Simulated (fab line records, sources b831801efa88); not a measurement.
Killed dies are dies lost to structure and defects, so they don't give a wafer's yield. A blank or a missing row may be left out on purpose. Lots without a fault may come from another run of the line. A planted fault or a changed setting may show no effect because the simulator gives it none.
fab line records | flow sky130
record lots=7 wafers=19 last_day=50
route steps=708 shown METAL2@503 VIA2@507 PAD_OPEN@708
lots that met no fault: from a run of the same line without faults
start_h: hours from the record's first day to the start of the lot's first wafer shown | wait_h: hours since the lot's step before | " the same as in the row above | L1.1+2: a row that stands for several wafers | - no value, or no start given | * or withheld: withheld | < > ~ a bound
route shown NAME@n: a module of which the file shows steps, and the number in the route of the first | usual: mean/standard deviation of fault-free wafers | same: alike in all rows | chamber/n: place in a boat | sites: the reading at each site | _std_site: their standard deviation | _edge_site: outer sites' mean less inner sites' | radius_mm: how far each site lies from the wafer's centre | mask NAME#n: copy n | behind: the tool/chamber that last shaped the wafer | hold: why the lot was held/for how many hours/how that ended | device: the transistor (n, p or np) that didn't switch | end of line: the same wafers' tests at the end of the route | a step without rows: its recipe alone | killed: dies lost to structure and defects at the first sort, not the wafer's yield | map: a wafer's dies, x killed, . not, _ none there
set.NAME: the setting as run; set.NAME@STEP: as run at that earlier step | model.NAME: the simulator's own value behind a step, which no gauge read
lots at some steps of the route; a table a step, a row a wafer
services: from which hour (start_h, from the record's first day; less than 0 if before it) a tool's chamber was out of use, for how many hours, and why
## steps
# step SKY_METAL2_STRIP_20
# recipe chemistry=O2/N2 power_w=1400 pressure_mtorr=1500 platen_temp_c=withheld o2_flow_sccm=3000 n2_flow_sccm=300 overash_fraction=0.5
# usual chamber_pressure_mTorr=1500.2/1.4 drypump_motor_current_A=6.0/0.37 oes_product_au=0.343/0.005 strip_time_to_endpoint_s=2.70/0.049
# columns lot.wafer tool chamber start_h wait_h chamber_pressure_mTorr drypump_motor_current_A oes_product_au rf_hours_counter_h strip_time_to_endpoint_s
L916.1 plasma_asher-01 0 801.73 0.1 1500.7 5.6 0.350 6 2.76
L916.3 " 0 " " 1499.8 5.6 0.343 - 2.76
L916.5 " 0 " " 1497.8 5.6 0.339 - 2.69
L920.3 plasma_asher-02 0 843.55 0.1 1498.9 5.9 0.346 - 2.74
L920.4 " 1 " " 1501.7 6.1 0.351 - 2.71
L920.5 " 1 " " 1499.7 6.1 0.346 - 2.73
L925.1 plasma_asher-04 1 882.41 0.1 1498.0 5.7 0.339 45 2.69
L925.5 " 1 " " 1502.7 5.7 0.349 - 2.70
L925.6 " 0 " " 1499.8 5.8 0.351 - 2.71
L926.1 plasma_asher-04 1 886.91 0.1 1500.8 5.7 0.338 45 2.70
L926.2 " 0 " " 1501.4 5.8 0.342 45 2.70
L926.3 " 1 " " 1499.9 5.7 0.348 - 2.71
L932.3 plasma_asher-01 1 965.37 0.1 1500.2 6.6 0.329 - 2.71
L932.6 " 1 " " 1502.7 6.6 0.342 - 2.71
L933.2 plasma_asher-02 0 965.68 0.1 1502.6 6.0 0.331 114 2.68
L933.3 " 1 " " 1499.1 6.1 0.338 - 2.70
L934.1 plasma_asher-01 1 975.58 0.1 1500.8 6.6 0.334 23 2.64
L934.5 " 0 " " 1499.0 5.6 0.336 - 2.66
L934.6 " 1 " " 1500.8 6.6 0.345 - 2.63
# step SKY_METAL2_STRIP_21
# recipe chemistry=post_etch_residue_remover time_s=1200 temp_c=72.5
# step SKY_METAL2_CLEAN_22
# recipe chemistry=IPA time_s=180 temp_c=25
# step SKY_METAL2_CLEAN_23
# recipe chemistry=O3/DIW dry=n2_spin
# step SKY_VIA2_HDPCVD_00
# recipe material=SiO2 target_thk_nm=1180 sigma_open_frac=0.3 time_s=196.7 temp_c=400 sih4_flow_sccm=60 pressure_mtorr=6
# step SKY_VIA2_THK_MEAS_01
# recipe reads=SiO2_of_VIA2_HDPCVD_00
# usual VIA2_HDPCVD_THK=1182/10
# columns lot.wafer tool chamber start_h wait_h VIA2_HDPCVD_THK[nm]
L916.1 film_metro-04 - 802.45 0.1 1172
L916.3 " - " " 1152
L916.5 " - " " 1168
L920.3 film_metro-03 - 844.36 0.1 1175
L920.4 " - " " 1177
L920.5 " - " " 1188
L925.1 film_metro-02 - 883.14 0.1 1170
L925.5 " - " " 1166
L925.6 " - " " 1185
L926.1 film_metro-04 - 887.63 0.1 1181
L926.2 " - " " 1181
L926.3 " - " " 1170
L932.3 film_metro-03 - 966.07 0.1 1191
L932.6 " - " " 1188
L933.2 film_metro-04 - 966.41 0.1 1196
L933.3 " - " " 1184
L934.1 film_metro-04 - 976.64 0.1 1182
L934.5 " - " " 1195
L934.6 " - " " 1181
# step SKY_VIA2_CMP_02
# recipe material=SiO2 down_force_psi=4 platen_rpm=60 pad_velocity_m_s=0.94248
# usual motor_current_A=12.9/0.85
# columns lot.wafer tool chamber start_h wait_h motor_current_A
L916.3 cmp-01 3 802.51 0.0 12.2
L916.1 " 0 " " 12.1
L916.5 " 3 " " 12.8
L920.3 cmp-02 0 844.50 0.1 13.1
L920.4 " 1 " " 12.2
L920.5 " 3 " " 11.6
L925.1 cmp-02 3 883.35 0.2 11.7
L925.6 " 0 " " 13.5
L925.5 " 1 " " 12.8
L926.3 cmp-02 0 887.69 0.0 13.1
L926.1 " 1 " " 11.9
L926.2 " 2 " " 13.8
L932.3 cmp-02 0 966.26 0.2 13.8
L932.6 " 1 " " 12.9
L933.3 cmp-02 1 966.51 0.1 12.8
L933.2 " 3 " " 11.9
L934.1 cmp-02 2 976.75 0.1 14.7
L934.6 " 1 " " 13.2
L934.5 " 2 " " 14.5
# step SKY_VIA2_BOW_MEAS_03
# recipe mode=bow
# usual VIA2_BOW=84/7.7
# columns lot.wafer tool chamber start_h wait_h VIA2_BOW[um]
L916.1 film_metro-04 - 802.81 0.2 84
L916.3 " - " " 79
L916.5 " - " " 66
L920.3 film_metro-04 - 844.74 0.2 78
L920.4 " - " " 87
L920.5 " - " " 80
L925.1 film_metro-03 - 883.50 0.1 86
L925.5 " - " " 75
L925.6 " - " " 78
L926.1 film_metro-02 - 887.99 0.2 79
L926.2 " - " " 84
L926.3 " - " " 78
L932.3 film_metro-03 - 966.45 0.1 95
L932.6 " - " " 88
L933.2 film_metro-04 - 966.78 0.1 84
L933.3 " - " " 98
L934.1 film_metro-03 - 977.00 0.2 83
L934.5 " - " " 73
L934.6 " - " " 77
# step SKY_VIA2_DEHYDRATE_04
# recipe temp_c=200 time_s=60
# step SKY_VIA2_HMDS_05
# recipe prime_time_s=60 prime_temp_c=120
# step SKY_VIA2_COAT_06
# recipe resist=BARC temp_c=withheld time_s=withheld spin_rpm=3000 resist_thk_nm=60
# step SKY_VIA2_COAT_07
# recipe resist=KrF-thick spin_rpm=3000 resist_thk_nm=450
# step SKY_VIA2_SOFTBAKE_08
# recipe temp_c=100 time_s=90 resist=KrF-thick
# usual run_length_s=119.04/0.22
# columns lot.wafer tool chamber start_h wait_h run_length_s
L916.1 litho_track-01 0 816 - 119.29
L916.3 " 0 " " 119.35
L916.5 " 0 " " 119.19
L920.3 litho_track-01 0 856 - 119.47
L920.4 " 0 " " 119.27
L920.5 " 0 " " 119.36
L925.1 litho_track-01 0 896 - 119.23
L925.5 " 0 " " 119.20
L925.6 " 0 " " 119.35
L926.1 litho_track-04 0 901 - 118.78
L926.2 " 0 " " 119.05
L926.3 " 0 " " 118.71
L932.3 litho_track-04 0 979 - 121.65
L932.6 " 0 " " 118.83
L933.2 litho_track-04 0 980 - 118.90
L933.3 " 0 " " 121.62
L934.1 litho_track-04 0 987 - 121.80
L934.5 " 0 " " 118.83
L934.6 " 0 " " 118.74
# step SKY_VIA2_EXPOSE_09
# recipe mask_id=VIM2 na=0.8 source_shape=annular sigma_inner=0.55 sigma_outer=0.85 target_cd_nm=200 dose_mj=38
# step SKY_PAD_OPEN_PROBE_99
# usual defect_limited_yield=82.5/1.9 killed_at_M0_to_M3=44/7.3 killed_at_M4_up=3.2/1.8 killed_at_contacts=24/5.4 killed_at_front_end=16/4.4 killed_at_other=0.3/0.48 killed_dies=86/9.5 killed_open=47/7.7 killed_short=39/6.4 sort_bin_3_pad_short=0.9/0.41 sort_bin_5_function=10.4/1.5 sort_bin_6_memory=6.2/1.1 sort_n_pass=406/9.5 sort_yield_pct=82.5/1.9
# same gross_dies=492 killed_at_back_side=0 sort_bin_4_leakage[%]=0 sort_bin_8_speed[%]=0
# columns lot.wafer tool chamber start_h wait_h hold defect_limited_yield[%] killed_at_M0_to_M3 killed_at_M4_up killed_at_contacts killed_at_front_end killed_at_other killed_dies killed_open killed_short sort_bin_3_pad_short[%] sort_bin_5_function[%] sort_bin_6_memory[%] sort_n_pass sort_yield_pct[%]
L916.1 prober-01 - 1059.75 0.1 - 81.3 49 4 29 10 0 92 48 44 0.6 11.8 6.3 400 81.3
L916.3 prober-01 - 1059.85 0.2 - 81.3 50 5 23 14 0 92 46 46 1.6 9.6 7.5 400 81.3
L916.5 prober-01 - 1059.95 0.2 - 81.3 48 3 26 15 0 92 57 35 1.2 12.6 4.9 400 81.3
L920.3 prober-02 - 1096.14 0.2 - 81.3 43 5 33 10 1 92 50 42 1.0 11.4 6.3 400 81.3
L920.4 prober-02 - 1096.19 0.2 - 84.8 39 3 24 9 0 75 43 32 0.4 8.7 6.1 417 84.8
L920.5 prober-02 - 1096.24 0.2 - 81.9 42 3 29 15 0 89 45 44 0.6 8.7 8.7 403 81.9
L925.1 prober-01 - 1124.09 0.1 - 83.3 44 1 23 14 0 82 47 35 0.6 10.4 5.7 410 83.3
L925.5 prober-01 - 1124.29 0.2 - 80.1 51 5 32 10 0 98 54 44 0.8 14.0 5.1 394 80.1
L925.6 prober-01 - 1124.34 0.2 - 79.5 60 1 24 16 0 101 55 46 1.2 13.4 5.9 391 79.5
L926.1 prober-02 - 1126.78 0.1 - 80.9 43 2 31 18 0 94 58 36 1.2 12.0 5.9 398 80.9
L926.2 prober-02 - 1126.83 0.1 - 80.7 55 3 18 18 1 95 55 40 1.0 12.2 6.1 397 80.7
L926.3 prober-02 - 1126.88 0.2 - 79.9 50 3 34 11 1 99 59 40 0.8 11.4 7.9 393 79.9
L933.2 prober-01 - 1185.16 0.1 - 81.1 54 3 19 17 0 93 52 41 0.6 13.6 4.7 399 81.1
L933.3 prober-01 - 1185.21 0.2 - 82.3 47 3 21 16 0 87 39 48 0.8 10.8 6.1 405 82.3
L934.1 prober-02 - 1189.79 0.1 - 82.9 56 3 14 11 0 84 44 40 0.2 10.8 6.1 408 82.9
L934.5 prober-02 - 1189.99 0.2 - 81.9 34 6 27 22 0 89 49 40 0 11.4 6.7 403 81.9
L934.6 prober-02 - 1190.04 0.2 - 79.5 55 0 24 20 2 101 53 48 1.6 11.4 7.5 391 79.5
L932.3 prober-01 - 1194.10 10.3 await_dispo/10.1h/release 83.7 35 3 33 9 0 80 41 39 0.6 8.5 7.1 412 83.7
L932.6 prober-01 - 1194.25 10.3 await_dispo/10.1h/release 82.5 40 2 31 13 0 86 52 34 0.2 9.6 7.7 406 82.5
# killed by level:class
L916.1 CONTACT:geometric_particle:open=12 VIA2:geometric_particle:open=9 CONTACT:geometric_particle:short=9 VIA1:geometric_particle:open=8 VIA3:geometric_particle:open=7 METAL2:geometric_particle:short=6 LI_CONTACT:geometric_particle:open=4 VIA1:geometric_particle:short=4
L916.3 VIA1:geometric_particle:open=14 CONTACT:geometric_particle:open=8 METAL2:geometric_particle:short=7 VIA1:geometric_particle:short=7 LOCAL_INTERCONNECT:geometric_particle:short=6 VIA2:geometric_particle:open=6 LI_CONTACT:geometric_particle:open=5 METAL1:geometric_particle:short=5
L916.5 VIA1:geometric_particle:open=13 LI_CONTACT:geometric_particle:open=10 CONTACT:geometric_particle:open=7 VIA1:geometric_particle:short=7 VIA2:geometric_particle:open=7 METAL2:geometric_particle:short=6 FIELD_ISO:geometric_particle:open=5 VIA3:geometric_particle:open=5
L920.3 VIA1:geometric_particle:open=10 CONTACT:geometric_particle:open=9 LI_CONTACT:geometric_particle:open=9 POLY_GATE:geometric_particle:open=6 VIA2:geometric_particle:open=6 LOCAL_INTERCONNECT:geometric_particle:short=5 VIA1:geometric_particle:short=5 VIA2:geometric_particle:short=5
L920.4 VIA1:geometric_particle:open=12 CONTACT:geometric_particle:open=8 LI_CONTACT:geometric_particle:open=7 VIA3:geometric_particle:open=6 VIA1:geometric_particle:short=6 METAL2:geometric_particle:short=5 CONTACT:geometric_particle:short=4 METAL1:geometric_particle:short=4
L920.5 VIA1:geometric_particle:open=9 METAL1:geometric_particle:short=8 CONTACT:geometric_particle:open=8 LI_CONTACT:geometric_particle:open=7 VIA3:geometric_particle:open=7 CONTACT:geometric_particle:short=5 VIA3:geometric_particle:short=5 LI_CONTACT:geometric_particle:short=4
L925.1 VIA3:geometric_particle:open=9 CONTACT:geometric_particle:open=8 VIA1:geometric_particle:open=8 FIELD_ISO:geometric_particle:open=5 VIA3:geometric_particle:short=5 FIELD_ISO:geometric_particle:short=4 LI_CONTACT:geometric_particle:open=4 CONTACT:geometric_particle:short=4
L925.5 CONTACT:geometric_particle:open=11 VIA1:geometric_particle:open=10 VIA2:geometric_particle:open=9 CONTACT:geometric_particle:short=7 LI_CONTACT:geometric_particle:open=6 VIA3:geometric_particle:open=6 LOCAL_INTERCONNECT:geometric_particle:short=5 METAL1:geometric_particle:open=4
L925.6 VIA1:geometric_particle:short=12 VIA1:geometric_particle:open=11 VIA3:geometric_particle:open=9 LI_CONTACT:geometric_particle:open=8 METAL1:geometric_particle:short=7 CONTACT:geometric_particle:open=7 VIA2:geometric_particle:open=6 CONTACT:geometric_particle:short=5
L926.1 VIA2:geometric_particle:open=11 CONTACT:geometric_particle:open=10 VIA1:geometric_particle:open=10 LI_CONTACT:geometric_particle:open=8 CONTACT:geometric_particle:short=6 SPACER:geometric_particle:open=5 VIA3:geometric_particle:open=5 FIELD_ISO:geometric_particle:open=4
L926.2 VIA1:geometric_particle:open=15 VIA3:geometric_particle:open=12 VIA2:geometric_particle:open=7 FIELD_ISO:geometric_particle:short=5 POLY_GATE:geometric_particle:open=5 VIA1:geometric_particle:short=5 LOCAL_INTERCONNECT:geometric_particle:short=5 CONTACT:geometric_particle:open=5
L926.3 CONTACT:geometric_particle:open=16 VIA1:geometric_particle:open=13 VIA2:geometric_particle:open=11 VIA1:geometric_particle:short=7 CONTACT:geometric_particle:short=6 LI_CONTACT:geometric_particle:open=6 LOCAL_INTERCONNECT:geometric_particle:short=5 VIA2:geometric_particle:short=5
L933.2 VIA2:geometric_particle:open=10 VIA1:geometric_particle:open=10 METAL2:geometric_particle:short=9 CONTACT:geometric_particle:open=7 LI_CONTACT:geometric_particle:open=6 VIA1:geometric_particle:short=6 VIA2:geometric_particle:short=6 VIA3:geometric_particle:open=6
L933.3 VIA1:geometric_particle:open=11 FIELD_ISO:geometric_particle:short=9 VIA2:geometric_particle:open=9 METAL2:geometric_particle:short=7 CONTACT:geometric_particle:open=6 LOCAL_INTERCONNECT:geometric_particle:short=5 VIA1:geometric_particle:short=5 VIA3:geometric_particle:open=5
L934.1 VIA3:geometric_particle:open=16 VIA1:geometric_particle:open=8 VIA1:geometric_particle:short=7 METAL2:geometric_particle:short=7 CONTACT:geometric_particle:open=6 VIA2:geometric_particle:open=5 FIELD_ISO:geometric_particle:open=4 POLY_GATE:geometric_particle:short=4
L934.5 CONTACT:geometric_particle:open=12 VIA1:geometric_particle:open=9 LI_CONTACT:geometric_particle:open=7 FIELD_ISO:geometric_particle:open=6 VIA1:geometric_particle:short=6 FIELD_ISO:geometric_particle:short=5 POLY_GATE:geometric_particle:short=4 LI_CONTACT:geometric_particle:short=4
L934.6 VIA1:geometric_particle:open=18 CONTACT:geometric_particle:open=8 FIELD_ISO:geometric_particle:short=7 METAL1:geometric_particle:short=6 VIA2:geometric_particle:open=6 FIELD_ISO:geometric_particle:open=5 LI_CONTACT:geometric_particle:open=5 LOCAL_INTERCONNECT:geometric_particle:short=5
L932.3 CONTACT:geometric_particle:open=16 VIA1:geometric_particle:open=9 CONTACT:geometric_particle:short=7 METAL3:geometric_particle:short=6 VIA2:geometric_particle:open=5 LI_CONTACT:geometric_particle:open=4 LI_CONTACT:geometric_particle:short=4 VIA1:geometric_particle:short=4
L932.6 VIA1:geometric_particle:open=12 CONTACT:geometric_particle:open=11 LI_CONTACT:geometric_particle:open=7 CONTACT:geometric_particle:short=6 VIA1:geometric_particle:short=5 VIA2:geometric_particle:open=5 VIA3:geometric_particle:open=5 VIA2:geometric_particle:short=4
## services
# columns tool chamber start_h hours kind
plasma_asher-01 - 780.32 0.9 repair
cmp-01 - 840.13 5.9 pm
plasma_asher-02 - 856.33 5.3 repair
plasma_asher-02 - 882.39 11.8 repair
cmp-01 - 887.32 1.3 repair
plasma_asher-02 - 892.43 0.4 repair
cmp-01 - 892.62 13.6 pm
cmp-02 - 906.44 1.8 repair
cmp-01 - 913.40 4.0 pm
cmp-01 - 917.40 - consumable_replace:conditioner
cmp-01 - 917.40 - consumable_replace:pad
cmp-02 - 918.30 0.5 repair
cmp-01 - 944.64 1.3 repair
cmp-02 - 946.01 2.4 repair
plasma_asher-04 - 947.46 2.5 repair
cmp-02 - 954.34 1.3 repair
cmp-01 - 970.09 0.9 repair
plasma_asher-02 - 975.35 14.6 pm
## key
first_sign step=SKY_VIA2_SOFTBAKE_08 reading=run_length_s direction=up sigmas=12 usual=* struck=*
effect none on later readings
met_at SKY_VIA2_SOFTBAKE_08
struck_wafers L932.3,L933.3,L934.1
onset_between 901 979
fault kind=process_parameter_drift tool=litho_track-04 chamber=- onset_h=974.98 steps=SKY_VIA2_SOFTBAKE_08 channel=time_s offset=* shape=step end_h=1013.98 scope=struck_wafers_only acts_in=* stated=*
